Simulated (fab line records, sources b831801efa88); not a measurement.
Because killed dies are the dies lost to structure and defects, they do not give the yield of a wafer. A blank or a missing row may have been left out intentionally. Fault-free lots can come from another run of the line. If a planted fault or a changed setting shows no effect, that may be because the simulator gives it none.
Which tool did it?    flow sky130    Sampling: 10 lots, 30 wafers, 6 of 708 route steps

## WHAT EACH GAUGE READ, for each wafer
SKY_METAL2_RS_MEAS_05: uses a four-point probe to measure.
lot   measured      on             METAL2_ALCU_RS (ohm/sq)
L334  day 34 22:39  film metro-01  0.1276 0.1283 0.1275
L335  day 35 23:01  film metro-04  0.1255 0.1255 0.1248
L341  day 37 18:38  film metro-04  0.1276 0.1271 0.1272
L342  day 38 04:40  film metro-04  0.1253 0.1263 0.1270
L343  day 38 05:13  film metro-01  0.1513 0.1499 0.1510
L344  day 38 14:44  film metro-01  0.1277 0.1283 0.1282
L345  day 38 23:59  film metro-02  0.1474 0.1475 0.1484
L346  day 39 06:38  film metro-04  0.1494 0.1476 0.1485
L351  day 40 10:57  film metro-01  0.1284 0.1271 0.1282
L352  day 40 17:14  film metro-01  0.1259 0.1270 0.1268

SKY_METAL2_THK_MEAS_06: measures by xrf.
lot   measured      on             METAL2_ALCU_THK (nm)
L334  day 34 22:46  film metro-01  249 249 247
L335  day 35 23:07  film metro-04  256 258 259
L341  day 37 18:44  film metro-04  255 256 256
L342  day 38 04:47  film metro-04  255 254 252
L343  day 38 05:19  film metro-01  211 213 212
L344  day 38 14:51  film metro-01  248 250 246
L345  day 39 00:07  film metro-02  220 220 219
L346  day 39 06:45  film metro-04  217 219 218
L351  day 40 11:04  film metro-01  248 251 250
L352  day 40 17:21  film metro-01  253 250 252

SKY_METAL2_OVL_MEAS_16.
lot   measured      on          METAL2_OVL (nm)
L334  day 36 00:49  overlay-02  -11 0 -9
L335  day 37 00:28  overlay-01  -10 -9 -8
L341  day 38 19:59  overlay-02  -11 -2 -10
L342  day 39 05:50  overlay-01  -12 -1 -11
L343  day 39 06:01  overlay-02  -3 0 9
L344  day 39 15:11  overlay-01  -5 -6 -4
L345  day 40 00:49  overlay-01  -5 -9 -10
L346  day 40 07:09  overlay-01  -6 -7 -8
L351  day 41 11:32  overlay-01  -6 -7 -8
L352  day 41 17:03  overlay-02  2 4 -2

## TOOL THAT RAN EACH LOT (tool first, then ch and the chambers of the sampled wafers, then the start)
lot   SKY_VIA1_STRIP_16                     SKY_VIA1_SPUTTER_20           SKY_METAL2_SPUTTER_02
L334  plasma asher-02 ch 0,1, day 34 21:16  pvd sputter-03, day 34 21:52  pvd sputter-03, day 34 22:32
L335  plasma asher-01 ch 0,1, day 35 21:38  pvd sputter-02, day 35 22:13  pvd sputter-01, day 35 22:54
L341  plasma asher-02 ch 0,1, day 37 16:54  pvd sputter-03, day 37 17:28  pvd sputter-03, day 37 18:31
L342  plasma asher-02 ch 0,1, day 38 03:12  pvd sputter-02, day 38 03:53  pvd sputter-01, day 38 04:34
L343  plasma asher-03 ch 0,1, day 38 03:49  pvd sputter-03, day 38 04:22  pvd sputter-03, day 38 05:04
L344  plasma asher-03 ch 0,1, day 38 12:58  pvd sputter-02, day 38 13:36  pvd sputter-04, day 38 14:38
L345  plasma asher-01 ch 0,1, day 38 22:27  pvd sputter-03, day 38 23:07  pvd sputter-03, day 38 23:54
L346  plasma asher-01 ch 0,1, day 39 03:26  pvd sputter-02, day 39 04:07  pvd sputter-03, day 39 06:32
L351  plasma asher-02 ch 0,1, day 40 09:27  pvd sputter-02, day 40 10:05  pvd sputter-04, day 40 10:52
L352  plasma asher-03 ch 0,1, day 40 15:26  pvd sputter-02, day 40 16:04  pvd sputter-01, day 40 17:08
- SKY_VIA1_STRIP_16: strips in O2/N2.
- SKY_VIA1_SPUTTER_20: material TiN, target thk 20 nm, time 80 s.
- SKY_METAL2_SPUTTER_02: material AlCu, target thk 250 nm, time 13.3 s.

## WHAT THE TOOLS THEMSELVES READ (means of the sampled wafers that have a number; where no wafer has one, the mark that the record gives instead)
SKY_VIA1_STRIP_16.
lot   tool             drypump motor current A (A)  oes product au (a.u.)  strip time to endpoint s (s)
L334  plasma asher-02  6.5                          0.417                  4.470
L335  plasma asher-01  5.8                          0.418                  4.487
L341  plasma asher-02  6.5                          0.416                  4.473
L342  plasma asher-02  6.6                          0.418                  4.451
L343  plasma asher-03  6.1                          0.420                  4.464
L344  plasma asher-03  6.1                          0.415                  4.462
L345  plasma asher-01  5.8                          0.413                  4.433
L346  plasma asher-01  5.8                          0.415                  4.479
L351  plasma asher-02  6.6                          0.416                  4.455
L352  plasma asher-03  6.1                          0.414                  4.459

SKY_VIA1_SPUTTER_20.
lot   tool            throttle valve pct (%)
L334  pvd sputter-03  30.1
L335  pvd sputter-02  30.7
L341  pvd sputter-03  29.9
L342  pvd sputter-02  30.8
L343  pvd sputter-03  29.7
L344  pvd sputter-02  30.8
L345  pvd sputter-03  29.4
L346  pvd sputter-02  30.1
L351  pvd sputter-02  30.5
L352  pvd sputter-02  30.6

SKY_METAL2_SPUTTER_02.
lot   tool            throttle valve pct (%)
L334  pvd sputter-03  29.8
L335  pvd sputter-01  29.4
L341  pvd sputter-03  30.0
L342  pvd sputter-01  29.2
L343  pvd sputter-03  29.6
L344  pvd sputter-04  30.4
L345  pvd sputter-03  30.0
L346  pvd sputter-03  30.2
L351  pvd sputter-04  30.2
L352  pvd sputter-01  30.6

## THE ANSWER, worked out from the rows above alone
Rule: the usual values come from the lots themselves. The widest of any qualifying gaps counts: lots, ordered by their means at a reading, are off when they make up no more than a third of the lots, leave a main group of 4 or more, and stand apart from it by 3 or more times the standard deviation of that group's means. A main group whose means are all the same, to the digits that the tables above print for the reading, isn't used. Also off: a lot with no number at a reading for which 4 or more lots have one. Where the step has rows for the other lots, those lots are counted as sound. The gauges are gone through in route order, then the tools' own readings, and for those a lot's mean is taken as printed above. At the first step where some lot is off, the reading lying furthest off is the one used; lots without a number count as furthest.
Off: at SKY_METAL2_RS_MEAS_05 (METAL2_ALCU_RS), L343, L345, L346. For the main group the mean is 0.1270 ohm/sq and the standard deviation 0.00096.
If a tool, at a process step before that reading, ran all the lots that are off and no sound lot after the first of them, it fits. Gauges at SKY_METAL2_RS_MEAS_05: tried the same way as those tools. One fits: pvd sputter-03 at SKY_METAL2_SPUTTER_02. A fault onset in the window from L341 (day 37 18:31, its last sound lot) to L343 (day 38 05:04, its first lot off) fits.

## WHAT HAD BEEN PUT IN BY THE SIMULATOR
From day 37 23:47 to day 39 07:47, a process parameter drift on pvd sputter-03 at SKY_METAL2_SPUTTER_02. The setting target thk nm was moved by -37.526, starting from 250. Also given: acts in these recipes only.
Struck lots among those shown: L343, L345, L346. The rule above reached the same finding.
